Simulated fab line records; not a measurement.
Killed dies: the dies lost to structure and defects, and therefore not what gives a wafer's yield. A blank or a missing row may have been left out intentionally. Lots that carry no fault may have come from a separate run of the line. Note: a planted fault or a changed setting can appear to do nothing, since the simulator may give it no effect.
fab line records -- flow sky130
[record] lots = 15, wafers = 45, lastDay = 50
route steps=708 shown VIA1@471 METAL2@484
lots with no fault: from the same line, run without faults
startH: hours from the record's opening day to when the first of the lot's shown wafers began -- waitH: hours elapsed since this lot's preceding step -- " repeats the value in the row above -- L1.1+2: one row covering several wafers at once -- - value missing, or start not given -- * or withheld: withheld -- < > ~ a bound
route shown NAME@n: NAME is a module with steps in the file, n the number in the route of the first one -- usual: mean/standard deviation taken from wafers without a fault -- same: alike in all rows -- chamber/n: place in a boat -- sites: each site's reading -- _std_site: standard deviation across them -- _edge_site: inner sites' mean taken away from outer sites' mean -- radiusMm: how far each site lies from the wafer's centre -- mask NAME#n: copy n -- behind: the most recent tool/chamber to have shaped the wafer -- hold: cause of the lot's hold/its duration in hours/its outcome -- device: the n, p or np transistor that did not switch -- end of line: the tests these same wafers got at the end of their route -- where a step has no rows: the recipe by itself -- killed: at the first sort, the dies lost to defects and structure; wafer yield is something else -- map: per-die view of a wafer (x killed, . not killed, _ where there is no die)
set.NAME: the run value of the setting; set.NAME@STEP: its run value at that earlier step -- model.NAME: the simulator's own value behind a step, which no gauge read
one table for each step of the route and one row for each wafer, over a sample of lots
services: from which hour (startH, from the record's first day; less than 0 if before it) a tool's chamber was out of use, for how many hours, and why
[[steps]]
[step SKY_VIA1_OVL_MEAS_13]
[usual] VIA1_OVL = -1/5.4
lot.wafer,tool,chamber,startH,waitH,VIA1_OVL[nm]
L781.2,overlay-01,-,785.30,0.1,-2
L781.3,overlay-01,-,785.30,0.1,9
L781.5,overlay-01,-,785.30,0.1,5
L784.2,overlay-01,-,814.13,0.1,2
L784.5,overlay-01,-,814.13,0.1,-9
L784.6,overlay-01,-,814.13,0.1,0
L786.1,overlay-02,-,828.05,0.1,2
L786.2,overlay-02,-,828.05,0.1,-5
L786.6,overlay-02,-,828.05,0.1,-4
L787.2,overlay-02,-,836.21,0.1,-3
L787.4,overlay-02,-,836.21,0.1,5
L787.6,overlay-02,-,836.21,0.1,5
L788.2,overlay-01,-,838.26,0.1,-8
L788.3,overlay-01,-,838.26,0.1,2
L788.4,overlay-01,-,838.26,0.1,0
L790.3,overlay-02,-,857.51,0.1,6
L790.4,overlay-02,-,857.51,0.1,-1
L790.6,overlay-02,-,857.51,0.1,0
L792.1,overlay-01,-,881.35,0.1,2
L792.3,overlay-01,-,881.35,0.1,0
L792.6,overlay-01,-,881.35,0.1,-1
L795.1,overlay-02,-,926.42,0.1,-8
L795.5,overlay-02,-,926.42,0.1,-9
L795.6,overlay-02,-,926.42,0.1,-5
L797.4,overlay-02,-,930.18,0.1,-3
L797.5,overlay-02,-,930.18,0.1,-1
L797.6,overlay-02,-,930.18,0.1,0
L799.4,overlay-01,-,931.39,0.1,5
L799.5,overlay-01,-,931.39,0.1,2
L799.6,overlay-01,-,931.39,0.1,10
L796.2,overlay-01,-,931.67,0.1,-8
L796.4,overlay-01,-,931.67,0.1,-10
L796.5,overlay-01,-,931.67,0.1,-1
L801.1,overlay-01,-,944.75,0.1,-6
L801.3,overlay-01,-,944.75,0.1,-1
L801.6,overlay-01,-,944.75,0.1,-8
L803.1,overlay-01,-,970.61,0.1,1
L803.4,overlay-01,-,970.61,0.1,-1
L803.5,overlay-01,-,970.61,0.1,1
L802.1,overlay-01,-,972.36,0.1,-14
L802.5,overlay-01,-,972.36,0.1,-9
L802.6,overlay-01,-,972.36,0.1,-10
L804.1,overlay-01,-,974.42,0.1,1
L804.2,overlay-01,-,974.42,0.1,2
L804.5,overlay-01,-,974.42,0.1,14
[step SKY_METAL2_SPUTTER_01]
[recipe] material = TiN, targetThkNm = 20, powerW = 6500, timeS = 16.7, chamberPressurePa = 0.4
[usual] throttleValvePct = 30.5/1.1
[same] timeS = 16.7
lot.wafer,tool,chamber,startH,waitH,throttleValvePct
L781.2,pvdSputter-03,-,786.71,0.0,31.0
L781.3,pvdSputter-03,-,786.71,0.0,29.2
L781.5,pvdSputter-03,-,786.71,0.0,30.7
L784.2,pvdSputter-03,-,815.50,0.0,29.5
L784.5,pvdSputter-03,-,815.50,0.0,29.6
L784.6,pvdSputter-03,-,815.50,0.0,29.2
L786.1,pvdSputter-03,-,829.50,0.0,31.1
L786.2,pvdSputter-03,-,829.50,0.0,29.5
L786.6,pvdSputter-03,-,829.50,0.0,29.3
L787.2,pvdSputter-02,-,837.65,0.0,32.0
L787.4,pvdSputter-02,-,837.65,0.0,31.6
L787.6,pvdSputter-02,-,837.65,0.0,29.4
L788.2,pvdSputter-02,-,839.72,0.0,32.1
L788.3,pvdSputter-02,-,839.72,0.0,31.6
L788.4,pvdSputter-02,-,839.72,0.0,30.1
L790.3,pvdSputter-02,-,858.95,0.0,32.1
L790.4,pvdSputter-02,-,858.95,0.0,31.9
L790.6,pvdSputter-02,-,858.95,0.0,31.8
L792.1,pvdSputter-02,-,882.80,0.0,30.0
L792.3,pvdSputter-02,-,882.80,0.0,31.7
L792.6,pvdSputter-02,-,882.80,0.0,31.6
L795.1,pvdSputter-01,-,927.80,0.0,32.5
L795.5,pvdSputter-01,-,927.80,0.0,30.4
L795.6,pvdSputter-01,-,927.80,0.0,30.6
L797.4,pvdSputter-01,-,931.53,0.0,30.7
L797.5,pvdSputter-01,-,931.53,0.0,30.7
L797.6,pvdSputter-01,-,931.53,0.0,32.2
L799.4,pvdSputter-01,-,932.79,0.0,30.3
L799.5,pvdSputter-01,-,932.79,0.0,30.5
L799.6,pvdSputter-01,-,932.79,0.0,30.5
L796.2,pvdSputter-01,-,933.12,0.0,30.5
L796.4,pvdSputter-01,-,933.12,0.0,31.5
L796.5,pvdSputter-01,-,933.12,0.0,30.7
L801.1,pvdSputter-02,-,946.13,0.0,31.3
L801.3,pvdSputter-02,-,946.13,0.0,30.2
L801.6,pvdSputter-02,-,946.13,0.0,31.3
L803.1,pvdSputter-03,-,972.05,0.0,29.1
L803.4,pvdSputter-03,-,972.05,0.0,29.3
L803.5,pvdSputter-03,-,972.05,0.0,29.5
L802.1,pvdSputter-02,-,973.81,0.0,30.3
L802.5,pvdSputter-02,-,973.81,0.0,32.0
L802.6,pvdSputter-02,-,973.81,0.0,29.4
L804.1,pvdSputter-02,-,975.81,0.0,29.4
L804.2,pvdSputter-02,-,975.81,0.0,31.9
L804.5,pvdSputter-02,-,975.81,0.0,31.5
[step SKY_METAL2_ETCH_18]
[recipe] chemistry = N2/H2, target = BARC, ionEnergyEv = 200, biasW = 100, pressureMtorr = 30, n2FlowSccm = 100, h2FlowSccm = 200, icpW = 500, stopOn = SiO2, timeS = 45.9, targetDepthA = 600
[usual] biasW = 99.96/0.3, drypumpMotorCurrentA = 5.8/0.43, heBacksideLeakSccm = 3.4/0.37, oesProductAu = 0.855/0.0047, rfFwdPowerW = 494.8/2.3, throttleValvePct = 13.225/0.0092
[same] timeS = 45.9
lot.wafer,tool,chamber,startH,waitH,biasW,drypumpMotorCurrentA,heBacksideLeakSccm,oesProductAu,rfFwdPowerW,rfHoursCounterH,throttleValvePct
L781.2,rieMetal-01,0,812.83,0.0,100.07,6.0,3.4,0.856,494.2,6,13.222
L781.3,rieMetal-01,1,812.83,0.0,100.22,5.8,3.5,0.860,488.4,-,13.235
L781.5,rieMetal-01,1,812.83,0.0,100.01,5.8,3.3,0.855,491.0,-,13.230
L784.2,rieMetal-04,0,842.17,0.0,99.79,6.3,3.1,0.854,494.5,14,13.220
L784.5,rieMetal-04,1,842.17,0.0,99.78,5.4,3.4,0.853,493.0,-,13.222
L784.6,rieMetal-04,0,842.17,0.0,99.77,6.3,3.2,0.844,494.6,-,13.227
L786.1,rieMetal-01,0,856.58,0.0,99.95,6.0,3.4,0.861,495.1,8,13.222
L786.2,rieMetal-01,1,856.58,0.0,99.98,5.8,3.4,0.856,489.8,10,13.224
L786.6,rieMetal-01,1,856.58,0.0,100.41,5.8,3.4,0.860,490.5,-,13.224
L787.2,rieMetal-01,0,865.66,0.0,99.66,6.0,3.4,0.857,494.8,9,13.223
L787.4,rieMetal-01,0,865.66,0.0,99.91,6.0,3.3,0.858,494.1,-,13.243
L787.6,rieMetal-01,0,865.66,0.0,99.66,6.0,3.3,0.851,495.3,-,13.228
L788.2,rieMetal-04,0,867.02,0.1,99.86,6.3,3.3,0.853,494.7,-,13.223
L788.3,rieMetal-04,0,867.02,0.1,99.97,6.3,3.4,0.850,495.8,-,13.222
L788.4,rieMetal-04,0,867.02,0.1,99.66,6.3,3.8,0.851,495.7,-,13.216
L790.3,rieMetal-04,1,885.45,0.0,99.61,5.4,3.5,0.853,493.7,-,13.237
L790.4,rieMetal-04,0,885.45,0.0,99.54,6.3,3.3,0.859,496.0,-,13.216
L790.6,rieMetal-04,0,885.45,0.0,99.86,6.3,3.2,0.860,496.2,-,13.233
L792.1,rieMetal-02,0,908.68,0.0,99.80,5.1,3.5,0.859,493.4,18,13.226
L792.3,rieMetal-02,0,908.68,0.0,99.90,5.1,3.4,0.856,493.9,-,13.220
L792.6,rieMetal-02,1,908.68,0.0,100.46,5.9,3.0,0.859,494.3,-,13.228
L795.1,rieMetal-04,1,953.07,0.0,100.30,5.4,3.5,0.853,493.2,5,13.231
L795.5,rieMetal-04,0,953.07,0.0,100.09,6.3,3.1,0.861,494.6,-,13.224
L795.6,rieMetal-04,1,953.07,0.0,99.83,5.4,3.6,0.853,494.4,-,13.217
L797.4,rieMetal-04,0,956.25,0.0,99.82,6.3,3.0,0.850,498.3,-,13.236
L797.5,rieMetal-04,0,956.25,0.0,99.86,6.4,3.1,0.859,497.5,-,13.219
L797.6,rieMetal-04,1,956.25,0.0,100.15,5.4,3.4,0.853,490.4,-,13.226
L799.4,rieMetal-02,1,957.39,0.0,100.28,6.0,3.1,0.860,493.6,-,13.228
L799.5,rieMetal-02,1,957.39,0.0,100.05,6.0,3.2,0.855,495.7,-,13.229
L799.6,rieMetal-02,0,957.39,0.0,100.14,5.1,6.5,0.860,496.8,-,13.241
L796.2,rieMetal-02,0,957.66,0.0,99.91,5.1,3.3,0.863,494.9,21,13.231
L796.4,rieMetal-02,1,957.66,0.0,99.92,6.0,3.1,0.850,494.6,-,13.221
L796.5,rieMetal-02,0,957.66,0.0,99.72,5.1,3.3,0.847,495.2,-,13.213
L801.1,rieMetal-02,1,969.81,0.0,100.47,6.0,3.1,0.860,498.3,17,13.219
L801.3,rieMetal-02,0,969.81,0.0,100.19,5.1,3.3,0.858,498.0,-,13.221
L801.6,rieMetal-02,0,969.81,0.0,99.97,5.1,3.4,0.854,495.0,-,13.245
L803.1,rieMetal-01,0,996.02,0.0,99.87,6.0,3.3,0.857,494.3,14,13.212
L803.4,rieMetal-01,1,996.02,0.0,99.64,5.8,3.3,0.853,493.0,-,13.226
L803.5,rieMetal-01,1,996.02,0.0,100.20,5.8,3.4,0.852,492.9,-,13.229
L802.1,rieMetal-04,1,996.98,0.0,100.49,5.4,3.6,0.869,493.0,8,13.219
L802.5,rieMetal-04,0,996.98,0.0,99.74,6.3,3.1,0.849,497.7,-,13.236
L802.6,rieMetal-04,1,996.98,0.0,100.30,5.4,3.5,0.858,493.5,-,13.210
L804.1,rieMetal-04,1,999.41,0.0,99.43,5.4,3.5,0.862,495.0,8,13.228
L804.2,rieMetal-04,0,999.41,0.0,100.26,6.3,3.4,0.850,496.8,3,13.234
L804.5,rieMetal-04,1,999.41,0.0,99.56,5.4,3.4,0.855,492.0,-,13.234
[step SKY_METAL2_STRIP_20]
[recipe] chemistry = O2/N2, powerW = 1400, pressureMtorr = 1500, platenTempC = withheld, o2FlowSccm = 3000, n2FlowSccm = 300, overashFraction = 0.5
[usual] chamberPressureMTorr = 1500.1/1.4, drypumpMotorCurrentA = 6.0/0.36, oesProductAu = 0.343/0.0049, stripTimeToEndpointS = 2.70/0.043
lot.wafer,tool,chamber,startH,waitH,chamberPressureMTorr,drypumpMotorCurrentA,oesProductAu,rfHoursCounterH,stripTimeToEndpointS
L781.2,plasmaAsher-03,0,812.98,0.1,1497.8,6.5,0.348,100,2.59
L781.3,plasmaAsher-03,0,812.98,0.1,1500.6,6.5,0.345,-,2.74
L781.5,plasmaAsher-03,1,812.98,0.1,1497.8,5.9,0.351,-,2.72
L784.2,plasmaAsher-01,1,842.32,0.1,1499.8,5.9,0.343,8,2.60
L784.5,plasmaAsher-01,0,842.32,0.1,1498.7,5.4,0.341,-,2.67
L784.6,plasmaAsher-01,1,842.32,0.1,1500.2,5.9,0.337,-,2.63
L786.1,plasmaAsher-03,0,856.73,0.1,1499.2,6.5,0.342,105,2.69
L786.2,plasmaAsher-03,1,856.73,0.1,1497.4,5.9,0.344,105,2.76
L786.6,plasmaAsher-03,1,856.73,0.1,1499.7,5.9,0.344,-,2.73
L787.2,plasmaAsher-01,1,865.82,0.1,1497.9,5.9,0.340,11,2.60
L787.4,plasmaAsher-01,0,865.82,0.1,1498.9,5.4,0.340,-,2.61
L787.6,plasmaAsher-01,0,865.82,0.1,1500.4,5.4,0.338,-,2.63
L788.2,plasmaAsher-03,0,867.30,0.1,1501.8,6.5,0.335,106,2.67
L788.3,plasmaAsher-03,1,867.30,0.1,1499.9,5.9,0.337,-,2.69
L788.4,plasmaAsher-03,0,867.30,0.1,1497.9,6.5,0.337,-,2.69
L790.3,plasmaAsher-03,1,885.61,0.1,1499.7,5.9,0.344,-,2.74
L790.4,plasmaAsher-03,0,885.61,0.1,1499.5,6.5,0.338,-,2.68
L790.6,plasmaAsher-03,1,885.61,0.1,1500.8,6.0,0.342,-,2.66
L792.1,plasmaAsher-04,0,908.83,0.1,1501.3,6.3,0.336,47,2.72
L792.3,plasmaAsher-04,0,908.83,0.1,1500.9,6.2,0.342,-,2.72
L792.6,plasmaAsher-04,1,908.83,0.1,1500.3,6.2,0.347,-,2.72
L795.1,plasmaAsher-01,0,953.22,0.1,1500.5,5.4,0.336,19,2.70
L795.5,plasmaAsher-01,1,953.22,0.1,1501.8,5.9,0.332,-,2.70
L795.6,plasmaAsher-01,0,953.22,0.1,1500.0,5.4,0.348,-,2.73
L797.4,plasmaAsher-03,1,956.41,0.1,-,-,-,-,-
L797.5,plasmaAsher-03,1,956.41,0.1,-,-,-,-,-
L797.6,plasmaAsher-03,0,956.41,0.1,-,-,-,-,-
L799.4,plasmaAsher-03,0,957.55,0.1,-,-,-,-,-
L799.5,plasmaAsher-03,1,957.55,0.1,-,-,-,-,-
L799.6,plasmaAsher-03,0,957.55,0.1,-,-,-,-,-
L796.2,plasmaAsher-04,1,957.82,0.1,-,-,-,-,-
L796.4,plasmaAsher-04,1,957.82,0.1,-,-,-,-,-
L796.5,plasmaAsher-04,1,957.82,0.1,-,-,-,-,-
L801.1,plasmaAsher-01,1,969.97,0.1,1500.7,5.9,0.334,21,2.73
L801.3,plasmaAsher-01,1,969.97,0.1,1497.2,5.9,0.345,-,2.74
L801.6,plasmaAsher-01,0,969.97,0.1,1500.3,5.4,0.353,-,2.73
L803.1,plasmaAsher-03,1,996.17,0.1,1499.1,5.9,0.347,119,2.64
L803.4,plasmaAsher-03,0,996.17,0.1,1500.8,6.4,0.337,-,2.75
L803.5,plasmaAsher-03,0,996.17,0.1,1500.6,6.5,0.341,-,2.74
L802.1,plasmaAsher-04,1,997.13,0.1,1500.2,6.2,0.349,56,2.76
L802.5,plasmaAsher-04,0,997.13,0.1,1500.0,6.3,0.345,-,2.69
L802.6,plasmaAsher-04,1,997.13,0.1,1500.6,6.2,0.346,-,2.74
L804.1,plasmaAsher-01,0,999.57,0.1,1496.7,5.4,0.348,23,2.69
L804.2,plasmaAsher-01,1,999.57,0.1,1502.1,5.9,0.341,23,2.65
L804.5,plasmaAsher-01,1,999.57,0.1,1499.6,5.9,0.344,-,2.76
[[services]]
tool,chamber,startH,hours,kind
plasmaAsher-01,-,765.25,1.5,repair
rieMetal-02,1,785.09,10.1,repair
rieMetal-04,1,801.80,-,clean
rieMetal-04,1,801.80,14.9,scheduledDown
rieMetal-04,1,801.80,14.9,ventCycle
pvdSputter-02,-,803.55,0.5,repair
plasmaAsher-01,-,805.35,11.7,repair
plasmaAsher-01,-,805.63,1.6,repair
plasmaAsher-01,-,812.21,0.4,repair
rieMetal-01,1,817.35,4.6,repair
plasmaAsher-04,-,840.38,3.2,repair
rieMetal-04,1,851.17,20.0,repair
plasmaAsher-03,-,868.46,1.5,repair
plasmaAsher-01,-,887.01,5.1,repair
rieMetal-01,-,921.33,2.8,pm
rieMetal-04,0,925.43,-,clean
rieMetal-01,0,934.17,15.7,repair
plasmaAsher-01,-,938.58,1.5,repair
rieMetal-02,-,960.59,2.8,pm
pvdSputter-02,-,961.41,1.0,repair
plasmaAsher-03,-,962.74,0.6,repair
rieMetal-04,0,978.23,7.5,repair
plasmaAsher-01,-,981.27,4.0,pm
plasmaAsher-03,-,986.19,2.8,pm
[[key]]
[firstSign] step = SKY_METAL2_STRIP_20, reading = toolRecord, direction = missing
effect none on later readings
metAt SKY_METAL2_STRIP_20
struckLots L796,L797,L799
laterRowsLeftOut L796.2,L796.4,L796.5,L797.4,L797.5,L797.6,L799.4,L799.5,L799.6
sortLeftOut L796.2,L796.4,L796.5,L797.4,L797.5,L797.6,L799.4,L799.5,L799.6
notActingAt SKY_VIA1_OVL_MEAS_13,SKY_METAL2_SPUTTER_01,SKY_METAL2_ETCH_18
onsetBetween 908.83 956.41
[fault] kind = skippedStepWhole, tool = plasmaAsher-03,plasmaAsher-04, chamber = -, onsetH = 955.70, steps = SKY_METAL2_STRIP_20, scope = struckLotsOnly
// sortLeftOut: the simulated sort isn't trusted on such a fault, so these wafers' sort isn't shown, and their yield isn't known
// laterRowsLeftOut: the simulator's readings of these wafers behind a module that went badly wrong aren't trusted and aren't shown, but for the sort
